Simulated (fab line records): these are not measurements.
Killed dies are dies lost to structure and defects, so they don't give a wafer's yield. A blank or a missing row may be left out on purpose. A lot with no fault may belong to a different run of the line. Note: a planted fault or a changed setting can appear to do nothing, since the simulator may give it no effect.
fab line records	flow gf180mcu
record lots=24	wafers=72	last-day=34
route steps=602 shown DNWELL@41 SAB@274 CONTACT@309 M1@317 V1@353 V4@480
lots with no fault: from the same line, run without faults
start-h: the number of hours between the record's first day and the start of the first shown wafer of the lot	wait-h: hours from the lot's prior step to this one	" identical to the entry in the row above	L1.1+2: a single row standing in for several wafers	- no value, or no start was given	* or withheld: withheld	< > ~ a bound
route shown NAME@n: NAME is a module with steps in the file, n the number in the route of the first one	usual: mean/standard deviation taken from wafers without a fault	same: alike in all rows	chamber/n: place in a boat	sites: readings site by site	_std_site: standard deviation across them	_edge_site: the outer-site mean with the inner-site mean subtracted	radius-mm: how far each site lies from the wafer's centre	mask NAME#n: copy n	behind: the most recent tool/chamber to have shaped the wafer	hold: the reason the lot was held/the length of the hold in hours/how it ended	device: whichever transistor did not switch (one of n, p or np)	end of line: the route-end tests of the same wafers	a step given without rows: its recipe and nothing more	killed: at the first sort, the dies lost to defects and structure; wafer yield is something else	map: a wafer's dies, x killed, . not, _ none there
set.NAME: the setting as run; set.NAME@STEP: as run at that earlier step	model.NAME: the simulator's own value behind a step, which no gauge read
the route's steps for a sample of lots (tables are steps, rows are wafers)
services: a tool's chamber out of use, with start hour (start-h, from the record's first day; less than 0 if before it), hours out, and reason
## steps
# step GF_DNWELL_TW_MEAS_09
# usual DNWELL_TW=1359/7.9
lot.wafer	tool	chamber	start-h	wait-h	DNWELL_TW
L074.2	film-metro-03	-	42.77	0.1	1358
L074.3	"	-	"	"	1370
L074.5	"	-	"	"	1381
L075.1	film-metro-03	-	49.42	0.1	1355
L075.2	"	-	"	"	1355
L075.4	"	-	"	"	1351
L076.1	film-metro-04	-	53.66	0.1	1366
L076.3	"	-	"	"	1359
L076.4	"	-	"	"	1366
L077.2	film-metro-03	-	58.53	0.1	1357
L077.4	"	-	"	"	1359
L077.6	"	-	"	"	1360
L078.1	film-metro-04	-	64.62	0.1	1370
L078.3	"	-	"	"	1375
L078.5	"	-	"	"	1376
L079.1	film-metro-04	-	68.06	0.1	1356
L079.4	"	-	"	"	1348
L079.6	"	-	"	"	1362
L080.1	film-metro-04	-	73.77	0.1	1358
L080.2	"	-	"	"	1359
L080.3	"	-	"	"	1357
L081.1	film-metro-04	-	82.32	0.1	1360
L081.3	"	-	"	"	1356
L081.4	"	-	"	"	1363
L082.1	film-metro-02	-	83.92	0.1	1351
L082.4	"	-	"	"	1348
L082.6	"	-	"	"	1357
L083.1	film-metro-04	-	88.62	0.1	1348
L083.2	"	-	"	"	1356
L083.6	"	-	"	"	1355
L084.2	film-metro-02	-	97.13	0.1	1356
L084.4	"	-	"	"	1358
L084.6	"	-	"	"	1358
L085.2	film-metro-02	-	101.72	0.1	1360
L085.3	"	-	"	"	1356
L085.6	"	-	"	"	1365
L086.1	film-metro-03	-	105.77	0.1	1365
L086.4	"	-	"	"	1371
L086.6	"	-	"	"	1371
L087.3	film-metro-02	-	112.24	0.1	1361
L087.5	"	-	"	"	1368
L087.6	"	-	"	"	1362
L088.1	film-metro-02	-	115.16	0.1	1365
L088.2	"	-	"	"	1364
L088.3	"	-	"	"	1366
L089.2	film-metro-04	-	122.48	0.1	1344
L089.3	"	-	"	"	1341
L089.6	"	-	"	"	1346
L090.1	film-metro-04	-	126.92	0.1	1356
L090.2	"	-	"	"	1350
L090.3	"	-	"	"	1347
L091.2	film-metro-04	-	131.83	0.1	1355
L091.3	"	-	"	"	1357
L091.5	"	-	"	"	1355
L092.2	film-metro-02	-	138.92	0.1	1355
L092.5	"	-	"	"	1353
L092.6	"	-	"	"	1357
L093.2	film-metro-04	-	143.72	0.1	1348
L093.3	"	-	"	"	1347
L093.4	"	-	"	"	1353
L094.2	film-metro-03	-	148.58	0.1	1363
L094.3	"	-	"	"	1363
L094.6	"	-	"	"	1362
L095.1	film-metro-03	-	153.91	0.1	1362
L095.2	"	-	"	"	1366
L095.5	"	-	"	"	1362
L096.2	film-metro-04	-	159.82	0.1	1352
L096.3	"	-	"	"	1358
L096.4	"	-	"	"	1353
L097.1	film-metro-03	-	165.97	0.1	1366
L097.3	"	-	"	"	1363
L097.4	"	-	"	"	1367
# step GF_SAB_OVL_MEAS_10
# usual SAB_OVL=-0.3/1.3
lot.wafer	tool	chamber	start-h	wait-h	SAB_OVL[nm]
L074.2	overlay-02	-	335.54	0.1	-0.2
L074.3	"	-	"	"	-0.3
L074.5	"	-	"	"	-1.7
L075.1	overlay-01	-	347.18	0.1	-0.9
L075.2	"	-	"	"	-1.4
L075.4	"	-	"	"	-0.6
L076.1	overlay-02	-	358.89	0.1	2.9
L076.3	"	-	"	"	2.3
L076.4	"	-	"	"	2.4
L077.2	overlay-02	-	363.24	0.1	-1.1
L077.4	"	-	"	"	-0.8
L077.6	"	-	"	"	0.0
L078.1	overlay-01	-	375.14	0.1	-0.7
L078.3	"	-	"	"	-2.2
L078.5	"	-	"	"	-1.3
L079.1	overlay-02	-	382.08	0.1	-0.2
L079.4	"	-	"	"	-1.0
L079.6	"	-	"	"	0.2
L080.1	overlay-02	-	389.53	0.1	-0.4
L080.2	"	-	"	"	-0.2
L080.3	"	-	"	"	-0.9
L081.1	overlay-01	-	413.28	0.1	-0.5
L081.3	"	-	"	"	-1.4
L081.4	"	-	"	"	-1.0
L082.1	overlay-01	-	415.93	0.1	-1.4
L082.4	"	-	"	"	-3.4
L082.6	"	-	"	"	-2.1
L083.1	overlay-01	-	422.33	0.1	-0.3
L083.2	"	-	"	"	-0.1
L083.6	"	-	"	"	-1.7
L084.2	overlay-01	-	435.79	0.1	1.7
L084.4	"	-	"	"	-1.2
L084.6	"	-	"	"	-0.3
L086.1	overlay-01	-	448.58	0.1	0.5
L086.4	"	-	"	"	-1.3
L086.6	"	-	"	"	0.1
L085.2	overlay-01	-	449.74	0.1	0.5
L085.3	"	-	"	"	1.2
L085.6	"	-	"	"	1.5
L087.3	overlay-01	-	459.05	0.1	0.7
L087.5	"	-	"	"	0.1
L087.6	"	-	"	"	0.2
L088.1	overlay-02	-	467.38	0.1	-1.2
L088.2	"	-	"	"	1.8
L088.3	"	-	"	"	-0.4
L090.1	overlay-01	-	479.43	0.1	0.5
L090.2	"	-	"	"	-1.1
L090.3	"	-	"	"	1.5
L089.2	overlay-02	-	480.64	0.1	0.7
L089.3	"	-	"	"	-1.3
L089.6	"	-	"	"	0.2
L091.2	overlay-02	-	488.09	0.1	0.6
L091.3	"	-	"	"	2.1
L091.5	"	-	"	"	0.6
L092.2	overlay-01	-	494.49	0.1	-2.3
L092.5	"	-	"	"	-2.1
L092.6	"	-	"	"	-3.0
L093.2	overlay-01	-	501.59	0.1	1.3
L093.3	"	-	"	"	-0.2
L093.4	"	-	"	"	0.1
L094.2	overlay-02	-	513.39	0.1	1.3
L094.3	"	-	"	"	-0.3
L094.6	"	-	"	"	-0.3
L095.1	overlay-02	-	519.08	0.1	0.5
L095.2	"	-	"	"	0.4
L095.5	"	-	"	"	-0.4
L096.2	overlay-02	-	525.39	0.1	0.4
L096.3	"	-	"	"	-0.4
L096.4	"	-	"	"	-1.4
L097.1	overlay-02	-	535.35	0.1	0.7
L097.3	"	-	"	"	0.9
L097.4	"	-	"	"	0.3
# step GF_CONTACT_SPUTTER_22
# recipe material=Ti	target-thk-nm=15	chamber-pressure-pa=5	power-w=2500	substrate-temp-c=200	time-s=80.02
# usual throttle-valve-pct=29.6/0.7
lot.wafer	tool	chamber	start-h	wait-h	throttle-valve-pct
L074.2	pvd-sputter-02	-	359.83	0.0	28.6
L074.3	"	-	"	"	29.9
L074.5	"	-	"	"	29.8
L075.1	pvd-sputter-04	-	371.19	0.0	29.5
L075.2	"	-	"	"	29.9
L075.4	"	-	"	"	29.3
L076.1	pvd-sputter-01	-	383.59	0.0	29.4
L076.3	"	-	"	"	29.3
L076.4	"	-	"	"	31.5
L077.2	pvd-sputter-04	-	387.78	0.0	29.6
L077.4	"	-	"	"	29.9
L077.6	"	-	"	"	29.8
L078.1	pvd-sputter-02	-	400.38	0.0	30.2
L078.3	"	-	"	"	28.4
L078.5	"	-	"	"	30.1
L079.1	pvd-sputter-04	-	407.27	0.0	30.0
L079.4	"	-	"	"	29.3
L079.6	"	-	"	"	29.2
L080.1	pvd-sputter-01	-	415.13	0.0	31.2
L080.2	"	-	"	"	29.4
L080.3	"	-	"	"	29.9
L081.1	pvd-sputter-02	-	439.99	0.0	29.9
L081.3	"	-	"	"	29.8
L081.4	"	-	"	"	28.4
L082.1	pvd-sputter-04	-	442.18	0.0	29.4
L082.4	"	-	"	"	29.2
L082.6	"	-	"	"	29.3
L083.1	pvd-sputter-01	-	449.27	0.0	29.2
L083.2	"	-	"	"	30.0
L083.6	"	-	"	"	29.1
L084.2	pvd-sputter-01	-	462.64	0.0	31.2
L084.4	"	-	"	"	29.5
L084.6	"	-	"	"	29.4
L086.1	pvd-sputter-01	-	474.65	0.0	29.3
L086.4	"	-	"	"	29.4
L086.6	"	-	"	"	29.9
L085.2	pvd-sputter-02	-	475.42	0.0	28.8
L085.3	"	-	"	"	28.6
L085.6	"	-	"	"	28.6
L087.3	pvd-sputter-02	-	485.42	0.0	28.1
L087.5	"	-	"	"	28.6
L087.6	"	-	"	"	30.0
L088.1	pvd-sputter-01	-	493.88	0.0	29.7
L088.2	"	-	"	"	29.2
L088.3	"	-	"	"	29.4
L090.1	pvd-sputter-02	-	505.08	0.0	29.6
L090.2	"	-	"	"	30.1
L090.3	"	-	"	"	28.7
L089.2	pvd-sputter-02	-	506.63	0.0	29.7
L089.3	"	-	"	"	30.2
L089.6	"	-	"	"	28.7
L091.2	pvd-sputter-04	-	513.89	0.0	29.5
L091.3	"	-	"	"	29.9
L091.5	"	-	"	"	29.4
L092.2	pvd-sputter-04	-	519.94	0.0	29.4
L092.5	"	-	"	"	30.0
L092.6	"	-	"	"	29.7
L093.2	pvd-sputter-02	-	526.88	0.0	29.8
L093.3	"	-	"	"	29.8
L093.4	"	-	"	"	28.6
L094.2	pvd-sputter-01	-	538.82	0.0	29.1
L094.3	"	-	"	"	29.4
L094.6	"	-	"	"	29.8
L095.1	pvd-sputter-02	-	544.15	0.0	28.7
L095.2	"	-	"	"	29.9
L095.5	"	-	"	"	30.3
L096.2	pvd-sputter-04	-	550.73	0.0	29.6
L096.3	"	-	"	"	30.0
L096.4	"	-	"	"	29.2
L097.1	pvd-sputter-02	-	560.52	0.0	28.6
L097.3	"	-	"	"	30.1
L097.4	"	-	"	"	29.9
# step GF_M1_SPUTTER_02
# recipe material=AlCu	target-thk-nm=450	power-w=10600	time-s=23.9	chamber-pressure-pa=0.4
# usual throttle-valve-pct=29.5/1.1
lot.wafer	tool	chamber	start-h	wait-h	throttle-valve-pct
L074.2	pvd-sputter-04	-	360.64	0.0	30.1
L074.3	"	-	"	"	29.2
L074.5	"	-	"	"	29.7
L075.1	pvd-sputter-03	-	372.00	0.0	29.8
L075.2	"	-	"	"	28.0
L075.4	"	-	"	"	31.7
L076.1	pvd-sputter-02	-	384.44	0.0	30.0
L076.3	"	-	"	"	28.5
L076.4	"	-	"	"	28.7
L077.2	pvd-sputter-02	-	388.59	0.0	29.7
L077.4	"	-	"	"	28.7
L077.6	"	-	"	"	28.7
L078.1	pvd-sputter-03	-	401.19	0.0	27.8
L078.3	"	-	"	"	31.7
L078.5	"	-	"	"	29.7
L079.1	pvd-sputter-02	-	408.09	0.0	28.5
L079.4	"	-	"	"	28.7
L079.6	"	-	"	"	28.5
L080.1	pvd-sputter-04	-	415.94	0.0	29.9
L080.2	"	-	"	"	29.5
L080.3	"	-	"	"	29.4
L081.1	pvd-sputter-03	-	440.80	0.0	29.7
L081.3	"	-	"	"	29.9
L081.4	"	-	"	"	31.7
L082.1	pvd-sputter-02	-	442.99	0.0	28.5
L082.4	"	-	"	"	30.1
L082.6	"	-	"	"	29.9
L083.1	pvd-sputter-04	-	450.08	0.0	29.5
L083.2	"	-	"	"	29.5
L083.6	"	-	"	"	29.7
L084.2	pvd-sputter-03	-	463.45	0.0	27.7
L084.4	"	-	"	"	29.7
L084.6	"	-	"	"	28.0
L086.1	pvd-sputter-03	-	475.56	0.0	30.1
L086.4	"	-	"	"	29.8
L086.6	"	-	"	"	27.9
L085.2	pvd-sputter-04	-	476.23	0.0	29.5
L085.3	"	-	"	"	29.3
L085.6	"	-	"	"	29.7
L087.3	pvd-sputter-03	-	486.25	0.0	31.2
L087.5	"	-	"	"	27.8
L087.6	"	-	"	"	31.7
L088.1	pvd-sputter-02	-	494.71	0.0	28.7
L088.2	"	-	"	"	30.1
L088.3	"	-	"	"	29.0
L090.1	pvd-sputter-04	-	505.89	0.0	29.5
L090.2	"	-	"	"	29.6
L090.3	"	-	"	"	29.9
L089.2	pvd-sputter-04	-	507.44	0.0	29.3
L089.3	"	-	"	"	30.2
L089.6	"	-	"	"	29.7
L091.2	pvd-sputter-03	-	514.71	0.0	32.0
L091.3	"	-	"	"	29.4
L091.5	"	-	"	"	29.6
L092.2	pvd-sputter-02	-	520.75	0.0	30.1
L092.5	"	-	"	"	30.1
L092.6	"	-	"	"	28.5
L093.2	pvd-sputter-03	-	527.69	0.0	29.9
L093.3	"	-	"	"	29.3
L093.4	"	-	"	"	27.9
L094.2	pvd-sputter-03	-	539.63	0.0	30.0
L094.3	"	-	"	"	27.7
L094.6	"	-	"	"	29.7
L095.1	pvd-sputter-03	-	544.96	0.0	27.5
L095.2	"	-	"	"	30.1
L095.5	"	-	"	"	31.7
L096.2	pvd-sputter-02	-	551.54	0.0	30.1
L096.3	"	-	"	"	28.4
L096.4	"	-	"	"	30.1
L097.1	pvd-sputter-03	-	561.33	0.0	29.8
L097.3	"	-	"	"	27.5
L097.4	"	-	"	"	30.0
# step GF_V1_STRIP_18
# recipe chemistry=O2/N2	power-w=1400	pressure-mtorr=1500	platen-temp-c=250	o2-flow-sccm=3000	n2-flow-sccm=300	overash-fraction=0.5
# usual chamber-pressure-mTorr=1500.0/1.3	drypump-motor-current-A=5.6/0.4	heater-power-w=330/31	n2-flow-sccm=300.2/0.82	oes-product-au=0.592/0.0054	platen-temp-c=249.97/0.17
lot.wafer	tool	chamber	start-h	wait-h	chamber-pressure-mTorr	drypump-motor-current-A	heater-power-w	n2-flow-sccm	oes-product-au	platen-temp-c	rf-hours-counter-h
L074.2	plasma-asher-01	0	408.95	-	1498.3	5.6	338	299.9	0.598	249.69	77
L074.3	"	1	"	"	1499.2	5.2	297	299.8	0.589	249.66	-
L074.5	"	1	"	"	1496.2	5.2	303	300.1	0.581	249.90	-
L075.1	plasma-asher-01	1	420.05	-	1499.0	5.2	297	298.9	0.605	250.02	78
L075.2	"	0	"	"	1498.5	5.6	332	300.2	0.589	250.08	78
L075.4	"	0	"	"	1499.8	5.6	340	300.2	0.591	250.17	-
L076.1	plasma-asher-01	1	433.84	-	1501.6	5.2	285	300.3	0.586	250.05	0
L076.3	"	0	"	"	1499.5	5.6	342	299.8	0.593	249.85	-
L076.4	"	1	"	"	1500.7	5.2	281	301.6	0.595	249.80	-
L077.2	plasma-asher-02	0	437.69	-	1500.0	5.8	359	301.0	0.593	249.87	83
L077.4	"	1	"	"	1500.4	6.7	306	298.9	0.595	249.82	-
L077.6	"	0	"	"	1499.1	5.8	345	300.4	0.596	250.04	-
L078.1	plasma-asher-01	1	451.15	-	1501.4	5.2	276	301.2	0.589	249.89	2
L078.3	"	1	"	"	1502.1	5.2	276	301.2	0.594	249.88	-
L078.5	"	0	"	"	1498.8	5.6	323	300.5	0.597	250.10	-
L079.1	plasma-asher-03	0	457.65	-	1500.6	5.3	316	299.1	0.602	249.95	31
L079.4	"	0	"	"	1501.0	5.3	319	298.8	0.600	249.90	-
L079.6	"	0	"	"	1499.7	5.3	322	298.8	0.592	250.13	-
L080.1	plasma-asher-03	0	466.30	-	1500.5	5.3	316	299.9	0.589	249.99	32
L080.2	"	1	"	"	1500.1	5.7	375	300.7	0.598	249.94	32
L080.3	"	0	"	"	1500.7	5.3	311	299.6	0.590	250.01	-
L081.1	plasma-asher-03	1	491.34	-	1501.4	5.7	375	301.3	0.586	250.17	34
L081.3	"	0	"	"	1500.5	5.3	320	299.5	0.596	249.72	-
L081.4	"	1	"	"	1499.7	5.7	379	299.6	0.591	250.08	-
L082.1	plasma-asher-03	0	493.35	-	1501.6	5.3	311	300.7	0.604	249.84	34
L082.4	"	1	"	"	1498.8	5.7	366	299.4	0.596	250.08	-
L082.6	"	1	"	"	1499.4	5.7	369	300.6	0.595	249.89	-
L083.1	plasma-asher-03	0	499.50	-	1500.0	5.3	315	300.4	0.589	250.02	35
L083.2	"	1	"	"	1500.2	5.7	377	299.9	0.596	249.71	35
L083.6	"	1	"	"	1499.9	5.7	383	300.0	0.594	249.92	-
L084.2	plasma-asher-01	0	512.30	-	1500.1	5.6	336	301.2	0.604	249.89	9
L084.4	"	1	"	"	1500.2	5.2	281	300.4	0.584	249.99	-
L084.6	"	0	"	"	1500.4	5.6	327	300.0	0.588	250.24	-
L086.1	plasma-asher-02	1	524.60	-	1503.3	6.7	307	300.2	0.591	249.75	92
L086.4	"	0	"	"	1499.6	5.8	353	299.7	0.599	249.71	-
L086.6	"	0	"	"	1499.8	5.8	361	299.8	0.589	249.80	-
L085.2	plasma-asher-03	0	524.99	-	1498.7	5.3	318	300.5	0.593	250.06	38
L085.3	"	1	"	"	1500.3	5.7	361	300.4	0.596	250.00	-
L085.6	"	1	"	"	1503.3	5.7	372	300.2	0.593	250.15	-
L087.3	plasma-asher-02	0	534.82	-	1498.9	5.8	358	299.7	0.591	249.75	-
L087.5	"	0	"	"	1500.9	5.8	359	299.0	0.589	250.34	-
L087.6	"	1	"	"	1498.5	6.7	298	301.0	0.584	249.85	-
L088.1	plasma-asher-02	1	542.50	-	1500.4	6.6	311	300.8	0.594	249.78	94
L088.2	"	0	"	"	1499.1	5.8	350	299.1	0.596	249.92	94
L088.3	"	0	"	"	1501.8	5.8	349	301.6	0.589	250.01	-
L090.1	plasma-asher-03	1	552.40	-	1499.4	5.7	372	299.8	0.595	249.76	41
L090.2	"	0	"	"	1498.8	5.3	319	299.0	0.590	250.10	41
L090.3	"	0	"	"	1501.4	5.2	315	299.5	0.599	249.85	-
L089.2	plasma-asher-01	1	554.40	-	1500.1	5.2	286	299.4	0.582	250.21	13
L089.3	"	1	"	"	1500.2	5.2	284	299.0	0.593	249.78	-
L089.6	"	0	"	"	1500.3	5.6	341	301.0	0.594	249.88	-
L091.2	plasma-asher-03	1	561.09	-	1499.5	5.7	363	302.0	0.592	250.03	41
L091.3	"	0	"	"	1501.2	5.3	327	299.6	0.599	250.02	-
L091.5	"	1	"	"	1500.1	5.7	380	301.4	0.593	249.78	-
L092.2	plasma-asher-03	1	567.70	-	1500.5	5.7	371	299.6	0.584	250.41	42
L092.5	"	1	"	"	1497.7	5.7	386	301.1	0.589	250.17	-
L092.6	"	0	"	"	1499.0	5.3	322	299.8	0.591	250.07	-
L093.2	plasma-asher-01	0	574.25	-	1501.1	5.6	335	299.4	0.590	250.13	15
L093.3	"	0	"	"	1499.6	5.6	327	299.2	0.588	250.25	-
L093.4	"	1	"	"	1500.0	5.2	279	300.5	0.589	249.73	-
L094.2	plasma-asher-03	0	585.35	-	1501.0	5.2	313	301.3	0.590	249.97	44
L094.3	"	0	"	"	1502.7	5.3	313	300.1	0.590	249.66	-
L094.6	"	0	"	"	1497.2	5.3	325	300.1	0.586	249.70	-
L095.1	plasma-asher-01	1	590.40	-	1501.0	5.2	286	299.3	0.591	249.93	17
L095.2	"	0	"	"	1498.3	5.6	338	300.9	0.592	250.07	17
L095.5	"	1	"	"	1499.7	5.2	277	300.4	0.596	249.98	-
L096.2	plasma-asher-01	0	597.09	-	1499.2	5.6	331	300.7	0.589	249.67	18
L096.3	"	0	"	"	1500.7	5.6	338	300.6	0.605	250.07	-
L096.4	"	1	"	"	1501.4	5.2	279	300.5	0.594	250.23	-
L097.1	plasma-asher-03	0	606.15	-	1500.3	5.3	316	300.3	0.590	249.96	46
L097.3	"	0	"	"	1499.2	5.3	316	300.9	0.599	249.94	-
L097.4	"	1	"	"	1501.4	5.7	371	300.3	0.598	250.01	-
# step GF_V4_CMP_04
# recipe material=SiO2	down-force-psi=4	platen-rpm=60	pad-velocity-m-s=0.94248
# usual head-pressure-psi=4.001/0.0083	motor-current-A=12.3/0.87	platen-rpm=60.00/0.048	slurry-filter-dp-kPa=13.48/0.14	time-to-endpoint-s=81/4.8
lot.wafer	tool	chamber	start-h	wait-h	head-pressure-psi	motor-current-A	platen-rpm	slurry-filter-dp-kPa	time-to-endpoint-s
L074.3	cmp-01	3	537.27	0.1	4.009	13.3	60.00	13.55	82
L074.2	"	1	"	"	4.001	13.1	59.98	13.64	80
L074.5	"	3	"	"	3.999	13.2	60.08	13.52	86
L075.1	cmp-02	2	547.39	0.1	3.993	10.9	59.99	13.49	75
L075.2	"	0	"	"	4.010	11.5	60.00	13.55	84
L075.4	"	1	"	"	4.007	12.3	59.97	13.39	85
L076.4	cmp-01	1	560.37	0.0	3.998	13.2	60.01	13.55	83
L076.3	"	2	"	"	4.016	11.9	60.00	13.39	80
L076.1	"	0	"	"	4.006	12.5	59.97	13.36	79
L077.2	cmp-01	2	563.85	0.1	4.001	12.1	60.08	13.51	80
L077.4	"	0	"	"	3.999	12.8	59.99	13.49	83
L077.6	"	1	"	"	3.990	12.8	59.87	13.37	78
L078.3	cmp-01	3	576.02	0.0	3.999	13.2	59.99	13.61	80
L078.1	"	2	"	"	4.020	12.6	60.01	13.45	77
L078.5	"	0	"	"	4.010	12.0	60.05	13.48	82
L079.1	cmp-01	0	580.50	0.1	4.004	12.5	60.06	13.20	79
L079.4	"	1	"	"	4.003	13.2	59.94	13.17	87
L079.6	"	3	"	"	4.002	13.1	60.03	13.49	87
L080.3	cmp-02	0	589.56	0.0	4.012	11.0	60.03	13.37	76
L080.2	"	2	"	"	4.000	11.6	60.05	13.59	75
L080.1	"	3	"	"	3.985	11.1	59.99	13.26	74
L081.3	cmp-02	0	611.14	0.0	4.015	11.6	59.95	13.54	82
L081.4	"	2	"	"	3.995	11.3	60.04	13.44	88
L081.1	"	3	"	"	4.004	11.1	59.94	13.27	78
L082.4	cmp-02	3	613.24	0.1	4.006	10.7	60.03	13.23	80
L082.1	"	1	"	"	3.997	11.3	60.06	13.39	76
L082.6	"	3	"	"	3.993	10.7	60.05	13.33	81
L083.2	cmp-01	0	618.25	0.1	3.987	12.9	60.02	13.39	77
L083.1	"	1	"	"	3.999	13.7	60.05	13.16	77
L083.6	"	0	"	"	4.004	12.7	60.00	13.50	89
L084.2	cmp-02	3	629.57	0.0	4.006	11.1	59.96	13.66	84
L084.4	"	1	"	"	3.988	11.6	59.96	13.68	86
L084.6	"	3	"	"	4.014	11.9	59.99	13.37	82
L086.1	cmp-01	0	639.76	0.1	3.997	12.4	59.95	13.53	82
L086.4	"	3	"	"	4.001	12.8	60.00	13.49	88
L086.6	"	1	"	"	4.003	13.7	59.96	13.37	87
L085.2	cmp-01	1	640.43	0.1	4.010	13.1	59.94	13.31	68
L085.3	"	2	"	"	3.992	12.7	60.09	13.42	77
L085.6	"	1	"	"	4.000	13.5	59.98	13.57	75
L087.3	cmp-01	2	649.71	0.1	3.989	12.5	60.00	13.46	81
L087.5	"	0	"	"	3.988	12.4	60.01	13.30	87
L087.6	"	1	"	"	4.005	13.4	59.99	13.27	83
L088.1	cmp-01	1	655.94	0.1	4.001	13.4	60.05	13.61	73
L088.2	"	2	"	"	4.008	12.1	60.05	13.43	88
L088.3	"	3	"	"	3.989	13.2	60.01	13.44	80
L090.1	cmp-01	2	665.44	0.1	4.010	12.1	60.00	13.56	74
L090.3	"	3	"	"	3.995	13.8	60.01	13.51	82
L090.2	"	1	"	"	4.001	13.1	60.01	13.29	77
L089.3	cmp-02	3	666.95	0.1	3.995	10.9	60.04	13.34	73
L089.2	"	0	"	"	3.993	10.9	60.04	13.32	84
L089.6	"	1	"	"	4.006	11.1	59.97	13.54	81
L091.2	cmp-01	2	671.44	0.1	4.013	12.3	60.03	13.38	78
L091.3	"	0	"	"	3.998	12.2	60.04	13.61	69
L091.5	"	1	"	"	4.010	13.1	60.08	13.55	79
L092.2	cmp-01	1	679.17	0.1	3.992	13.0	59.93	13.34	72
L092.6	"	0	"	"	3.996	12.6	60.02	13.62	84
L092.5	"	1	"	"	3.983	13.1	60.03	13.62	81
L093.4	cmp-01	2	683.68	0.0	3.996	12.6	60.09	13.31	87
L093.2	"	3	"	"	3.989	13.2	59.96	13.57	79
L093.3	"	0	"	"	3.986	12.5	60.08	13.60	81
L094.3	cmp-02	2	693.74	0.0	3.995	11.5	59.96	13.50	77
L094.2	"	3	"	"	4.008	11.1	60.03	13.45	80
L094.6	"	2	"	"	4.005	11.6	60.01	13.61	83
L095.2	cmp-02	0	698.34	0.0	3.998	11.5	60.04	13.58	77
L095.1	"	3	"	"	4.007	11.0	59.95	13.59	77
L095.5	"	0	"	"	4.002	12.0	60.14	13.35	86
L096.4	cmp-01	0	703.79	0.0	3.992	11.4	60.07	13.44	85
L096.3	"	2	"	"	4.007	12.1	59.99	13.14	77
L096.2	"	3	"	"	3.994	13.6	59.90	13.52	89
L097.1	cmp-02	0	710.84	0.1	4.009	10.8	59.99	13.64	81
L097.3	"	1	"	"	4.005	11.7	60.02	13.67	77
L097.4	"	2	"	"	3.988	11.1	59.92	13.56	79
## services
tool	chamber	start-h	hours	kind
cmp-02	-	365.62	4.4	repair
plasma-asher-03	-	386.95	14.6	pm
cmp-01	-	404.29	4.0	pm
cmp-01	-	416.44	4.1	pm
pvd-sputter-04	-	431.04	2.3	repair
pvd-sputter-03	-	441.83	1.1	repair
pvd-sputter-03	-	449.55	2.8	repair
cmp-01	-	454.84	1.0	repair
cmp-01	-	470.69	3.2	repair
cmp-01	-	490.80	1.4	repair
pvd-sputter-02	-	511.30	9.1	repair
pvd-sputter-02	-	544.63	6.2	repair
plasma-asher-03	-	548.94	1.3	repair
pvd-sputter-04	-	580.40	10.1	repair
cmp-01	-	590.07	4.4	repair
cmp-01	-	591.91	0.6	repair
pvd-sputter-03	-	597.72	4.0	repair
cmp-01	-	608.55	9.3	pm
plasma-asher-03	-	626.33	2.2	repair
pvd-sputter-03	-	627.47	0.6	repair
pvd-sputter-02	-	648.32	4.0	repair
pvd-sputter-04	-	653.52	4.0	repair
pvd-sputter-03	-	699.28	2.1	repair
pvd-sputter-03	-	700.86	0.8	repair
## key
fault none
